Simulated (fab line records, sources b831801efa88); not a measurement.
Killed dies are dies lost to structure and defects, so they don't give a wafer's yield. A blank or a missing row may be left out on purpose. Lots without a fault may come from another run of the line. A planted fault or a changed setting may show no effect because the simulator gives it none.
Which tool did it? | flow sky130 | 24 lots, 72 wafers sampled, at 5 steps of a route of 708

WHAT THE GAUGES READ, wafer by wafer
SKY_METAL1_CD_MEAS_15: target cd 140 nm.
lot  | measured     | on        | cd_nm (nm)
L074 | day 32 20:55 | cd_sem-02 | 140.6 140.4 140.0
L076 | day 33 06:08 | cd_sem-02 | 141.0 141.9 141.8
L075 | day 33 08:29 | cd_sem-02 | 142.5 142.8 141.5
L078 | day 34 09:10 | cd_sem-02 | 141.5 140.8 139.1
L077 | day 34 13:30 | cd_sem-02 | 140.9 142.2 140.6
L079 | day 34 21:17 | cd_sem-01 | 140.0 140.7 140.5
L080 | day 35 08:09 | cd_sem-02 | 141.8 141.5 140.7
L081 | day 35 11:58 | cd_sem-02 | 142.1 140.8 142.6
L082 | day 35 20:05 | cd_sem-01 | 140.6 140.7 141.3
L083 | day 36 00:18 | cd_sem-01 | 142.0 141.8 139.6
L084 | day 36 16:27 | cd_sem-02 | 144.0 141.7 142.4
L086 | day 36 20:38 | cd_sem-01 | 140.0 138.5 139.5
L085 | day 37 00:56 | cd_sem-02 | 137.7 140.1 140.2
L088 | day 37 04:14 | cd_sem-01 | 138.9 139.0 139.9
L087 | day 37 09:41 | cd_sem-01 | 142.0 140.7 140.0
L089 | day 37 15:14 | cd_sem-01 | 139.1 141.1 140.3
L090 | day 37 16:22 | cd_sem-02 | 140.2 142.5 142.2
L091 | day 38 06:14 | cd_sem-01 | 142.9 144.1 142.2
L092 | day 38 11:49 | cd_sem-01 | 140.4 140.5 140.7
L093 | day 38 16:10 | cd_sem-02 | 137.9 138.0 136.8
L094 | day 38 22:58 | cd_sem-01 | 139.4 140.2 139.3
L095 | day 39 11:01 | cd_sem-02 | 139.2 139.8 141.0
L096 | day 40 04:50 | cd_sem-01 | 137.5 139.4 139.9
L097 | day 40 09:10 | cd_sem-01 | 140.5 139.6 140.0

SKY_VIA1_THK_MEAS_23: measures by xrf.
lot  | measured     | on            | VIA1_W_THK (nm)
L074 | day 34 02:45 | film_metro-04 | 288 283 284
L076 | day 34 12:13 | film_metro-02 | 278 272 270
L075 | day 34 14:52 | film_metro-02 | 275 273 274
L078 | day 35 13:12 | film_metro-02 | 280 277 280
L077 | day 35 19:12 | film_metro-03 | 272 277 278
L079 | day 36 01:58 | film_metro-03 | 281 280 282
L080 | day 36 12:55 | film_metro-02 | 275 268 270
L081 | day 36 16:41 | film_metro-02 | 269 276 270
L082 | day 37 01:19 | film_metro-03 | 280 276 282
L083 | day 37 05:10 | film_metro-04 | 280 276 283
L084 | day 37 20:11 | film_metro-03 | 281 276 280
L086 | day 37 23:40 | film_metro-02 | 277 274 272
L085 | day 38 05:13 | film_metro-03 | 279 282 279
L088 | day 38 08:14 | film_metro-02 | 271 276 272
L087 | day 38 14:11 | film_metro-03 | 283 279 286
L089 | day 38 19:08 | film_metro-03 | 285 276 281
L090 | day 38 20:34 | film_metro-02 | 272 276 281
L091 | day 39 09:56 | film_metro-02 | 273 275 282
L092 | day 39 15:16 | film_metro-04 | 277 273 277
L093 | day 39 19:07 | film_metro-03 | 278 283 278
L094 | day 40 01:59 | film_metro-04 | 278 275 281
L095 | day 40 14:18 | film_metro-04 | 274 273 279
L096 | day 41 06:52 | film_metro-03 | 276 278 275
L097 | day 41 11:52 | film_metro-03 | 278 273 279

SKY_METAL2_OVL_MEAS_16.
lot  | measured     | on         | METAL2_OVL (nm)
L074 | day 35 06:23 | overlay-01 | -2 -5 -4
L076 | day 35 15:25 | overlay-01 | -7 -6 -1
L075 | day 35 18:37 | overlay-01 | -2 6 2
L078 | day 36 16:26 | overlay-01 | 1 5 0
L077 | day 36 22:07 | overlay-02 | 4 0 1
L079 | day 37 04:56 | overlay-02 | -1 6 1
L080 | day 37 15:19 | overlay-01 | -3 6 -4
L081 | day 37 19:02 | overlay-02 | 0 -11 -6
L082 | day 38 03:35 | overlay-02 | 0 -4 -2
L083 | day 38 06:53 | overlay-01 | 0 -1 -6
L084 | day 38 21:49 | overlay-02 | 9 3 5
L086 | day 39 01:47 | overlay-02 | 3 7 4
L085 | day 39 06:48 | overlay-01 | 0 -8 -7
L088 | day 39 10:28 | overlay-01 | -2 8 -2
L087 | day 39 15:35 | overlay-01 | -6 -2 -5
L089 | day 39 20:46 | overlay-02 | -10 -11 -8
L090 | day 39 21:50 | overlay-02 | -5 -6 -10
L091 | day 40 10:44 | overlay-01 | -8 -7 -7
L092 | day 40 16:20 | overlay-02 | 3 -2 2
L093 | day 40 20:12 | overlay-02 | -1 0 -3
L094 | day 41 02:43 | overlay-02 | 3 2 1
L095 | day 41 14:59 | overlay-02 | 2 3 -3
L096 | day 42 06:08 | overlay-01 | -2 2 -4
L097 | day 42 11:29 | overlay-01 | 2 -7 -3

SKY_VIA2_BOW_MEAS_03.
lot  | measured     | on            | VIA2_BOW (um)
L074 | day 35 07:44 | film_metro-01 | 72 88 77
L076 | day 35 16:44 | film_metro-04 | 98 96 91
L075 | day 35 19:56 | film_metro-01 | 96 80 87
L078 | day 36 17:47 | film_metro-03 | 90 88 80
L077 | day 36 23:25 | film_metro-01 | 90 90 81
L079 | day 37 06:16 | film_metro-01 | 93 93 89
L080 | day 37 16:39 | film_metro-01 | 94 85 92
L081 | day 37 20:21 | film_metro-03 | 84 85 81
L082 | day 38 04:56 | film_metro-03 | 90 103 77
L083 | day 38 08:22 | film_metro-01 | 84 88 98
L084 | day 38 23:07 | film_metro-04 | 96 91 96
L086 | day 39 03:05 | film_metro-01 | 80 82 77
L085 | day 39 08:17 | film_metro-03 | 83 94 94
L088 | day 39 11:46 | film_metro-04 | 81 82 92
L087 | day 39 17:05 | film_metro-04 | 75 87 83
L089 | day 39 22:06 | film_metro-04 | 82 90 85
L090 | day 39 23:19 | film_metro-03 | 83 83 74
L091 | day 40 12:05 | film_metro-03 | 88 90 95
L092 | day 40 17:38 | film_metro-01 | 90 86 75
L093 | day 40 21:35 | film_metro-04 | 86 86 89
L094 | day 41 04:16 | film_metro-04 | 84 93 88
L095 | day 41 16:22 | film_metro-01 | 81 83 83
L096 | day 42 07:53 | film_metro-04 | 92 76 81
L097 | day 42 12:58 | film_metro-01 | 82 81 94

WHICH TOOL RAN EACH LOT (tool, then ch and the chambers of the sampled wafers, then the start)
lot  | SKY_CONTACT_ETCH_17
L074 | rie_diel-04 ch 0,2,3, day 31 16:04
L076 | rie_diel-04 ch 0,1,2, day 32 01:09
L075 | rie_diel-02 ch 1,2,3, day 32 04:34
L078 | rie_diel-02 ch 1,2,3, day 33 04:14
L077 | rie_diel-04 ch 0,2,3, day 33 08:57
L079 | rie_diel-01 ch 1,3, day 33 16:13
L080 | rie_diel-01 ch 0,1,3, day 34 03:59
L081 | rie_diel-01 ch 0,3, day 34 07:32
L082 | rie_diel-02 ch 0,2,3, day 34 15:53
L083 | rie_diel-01 ch 2,3, day 34 20:43
L084 | rie_diel-01 ch 0,2,3, day 35 12:58
L086 | rie_diel-01 ch 0,1,2, day 35 17:56
L085 | rie_diel-04 ch 0,2, day 35 21:05
L088 | rie_diel-04 ch 0,1, day 36 00:37
L087 | rie_diel-02 ch 0,2,3, day 36 06:35
L089 | rie_diel-04 ch 0,1, day 36 12:11
L090 | rie_diel-01 ch 0,3, day 36 13:11
L091 | rie_diel-01 ch 0,1, day 37 03:27
L092 | rie_diel-01 ch 0,1,2, day 37 09:06
L093 | rie_diel-02 ch 1,2,3, day 37 13:40
L094 | rie_diel-04 ch 0,1,2, day 37 20:48
L095 | rie_diel-04 ch 0,2, day 38 08:10
L096 | rie_diel-01 ch 0,3, day 39 02:57
L097 | rie_diel-02 ch 0,1, day 39 06:49
- SKY_CONTACT_ETCH_17: etches SiO2 in C4F8/O2/Ar, stops on Si3N4, target depth 340 nm.

WHAT THE TOOLS THEMSELVES READ (means of the sampled wafers that have a number; where no wafer has one, the mark that the record gives instead)
SKY_CONTACT_ETCH_17.
lot  | tool        | oes_product_au (a.u.)
L074 | rie_diel-04 | 0.888
L076 | rie_diel-04 | 0.890
L075 | rie_diel-02 | 0.891
L078 | rie_diel-02 | 0.892
L077 | rie_diel-04 | 0.884
L079 | rie_diel-01 | 0.889
L080 | rie_diel-01 | 0.894
L081 | rie_diel-01 | 0.893
L082 | rie_diel-02 | 0.893
L083 | rie_diel-01 | 0.887
L084 | rie_diel-01 | 0.888
L086 | rie_diel-01 | 0.891
L085 | rie_diel-04 | 0.893
L088 | rie_diel-04 | 0.891
L087 | rie_diel-02 | 0.887
L089 | rie_diel-04 | 0.896
L090 | rie_diel-01 | 0.895
L091 | rie_diel-01 | 0.893
L092 | rie_diel-01 | 0.892
L093 | rie_diel-02 | 0.893
L094 | rie_diel-04 | 0.885
L095 | rie_diel-04 | 0.893
L096 | rie_diel-01 | 0.893
L097 | rie_diel-02 | 0.890

THE ANSWER, worked out from the rows above alone
Rule: what is usual is taken from the lots themselves. Put in order of their means at a reading, lots are off if they are a third of the lots or fewer, leave a main group of 4 or more, and stand apart from it by a gap of 3 or more times the standard deviation of the main group's means; of several such gaps the widest counts. A main group whose means are all the same, to the digits that the tables above print for the reading, isn't used. A lot without any number at a reading at which 4 lots or more have one is off too. The other lots that the step has rows for count as sound. The gauges are gone through in route order, then the tools' own readings, and for those a lot's mean is taken as printed above. The first step at which some lot is off is used, and at that step the reading that is off furthest; a lot without a number counts as furthest.
No lot is off at any reading shown: from this, nothing can be told.

WHAT THE SIMULATOR HAD PUT IN
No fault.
